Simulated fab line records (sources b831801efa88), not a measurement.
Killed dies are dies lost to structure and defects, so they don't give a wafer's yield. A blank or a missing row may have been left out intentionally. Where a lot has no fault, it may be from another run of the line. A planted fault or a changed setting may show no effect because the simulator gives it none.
The same fault as seen by 2 desks + flow sky130 + only its own numbers are on each desk; what lay behind them is given at the end

== AT THE METROLOGY DESK ==
What the gauges read for every lot (on any tool): the sampled wafers with a number, averaged. Any lot whose mean is over 4 standard deviations away from the usual mean is out of limits and marked OUT; that distance is given in the brackets.
Columns: A = FIELD_ISO_CVD_03_THK at SKY_FIELD_ISO_THK_MEAS_04, usual 159.0 nm; B = LI_CONTACT_HDPCVD_THK at SKY_LI_CONTACT_THK_MEAS_01, usual 917 nm; C = LI_CONTACT_W_THK at SKY_LI_CONTACT_THK_MEAS_23, usual 397 nm
| lot  | first seen here | A               | B   | C   |
|------|-----------------|-----------------|-----|-----|
| L688 | day 1 13:58     | 156.7           | 935 | 402 |
| L689 | day 1 19:27     | 160.0           | 920 | 400 |
| L690 | day 2 00:55     | 158.5           | 914 | 403 |
| L691 | day 2 07:41     | 159.0           | 918 | 389 |
| L692 | day 2 11:52     | 157.1           | 914 | 388 |
| L694 | day 2 20:48     | 160.8           | 907 | 390 |
| L696 | day 3 10:17     | 160.1           | 903 | 402 |
| L697 | day 3 16:19     | 136.6 (-14) OUT | 904 | 393 |
| L698 | day 3 16:20     | 135.6 (-15) OUT | 914 | 389 |
| L699 | day 3 20:55     | 136.7 (-14) OUT | 917 | 406 |
| L700 | day 4 03:17     | 140.2 (-12) OUT | 916 | 394 |
Per this desk, out of limits: L697, L698, L699, L700; the first was L697, day 3 16:19 (FIELD_ISO_CVD_03_THK at SKY_FIELD_ISO_THK_MEAS_04). L688, L689, L690, L691, L692, L694, L696 stayed within limits.

== AT THE TOOL OWNER'S DESK: lpcvd-02 ==
The tool's own readings at SKY_FIELD_ISO_CVD_03 (deposits Si3N4 from DCS/NH3, target thk 165 nm, time 2742 s): means of the sampled wafers that have a number, for each lot that ran on this tool. Any lot whose mean is over 4 standard deviations away from the usual mean is out of limits and marked OUT; that distance is given in the brackets.
Columns: A = spike-tc-upper-C at SKY_FIELD_ISO_CVD_03, usual 769.9 C
| lot  | first seen here | A     |
|------|-----------------|-------|
| L688 | day 1 12:10     | 769.0 |
| L689 | day 1 17:40     | 768.7 |
| L690 | day 1 23:07     | 769.8 |
| L691 | day 2 05:53     | 769.9 |
| L692 | day 2 10:05     | 769.2 |
| L694 | day 2 19:01     | 771.1 |
| L696 | day 3 08:30     | 769.5 |
| L697 | day 3 14:32     | 771.7 |
| L698 | day 3 14:32     | 770.7 |
| L699 | day 3 19:07     | 770.9 |
| L700 | day 4 01:30     | 768.8 |
This desk found nothing out of limits on any of the 11 lots.

== TAKEN TOGETHER ==
On L697, L698, L699, L700, the metrology desk was in a position to raise an alarm at day 3 16:19.
Nothing out of limits was seen by the tool owner's desk.
The tool owner's desk has L697, L698, L699, L700 on record, within its limits.
Every lot named ran SKY_FIELD_ISO_CVD_03 on lpcvd-02.

== WHAT THE SIMULATOR PUT IN ==
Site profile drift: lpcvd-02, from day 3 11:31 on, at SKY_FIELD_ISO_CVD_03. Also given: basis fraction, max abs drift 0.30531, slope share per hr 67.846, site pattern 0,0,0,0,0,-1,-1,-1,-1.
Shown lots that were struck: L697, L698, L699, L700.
Per desk, hours elapsed from the start of the fault to the first reading out of limits: for the metrology desk, 5.
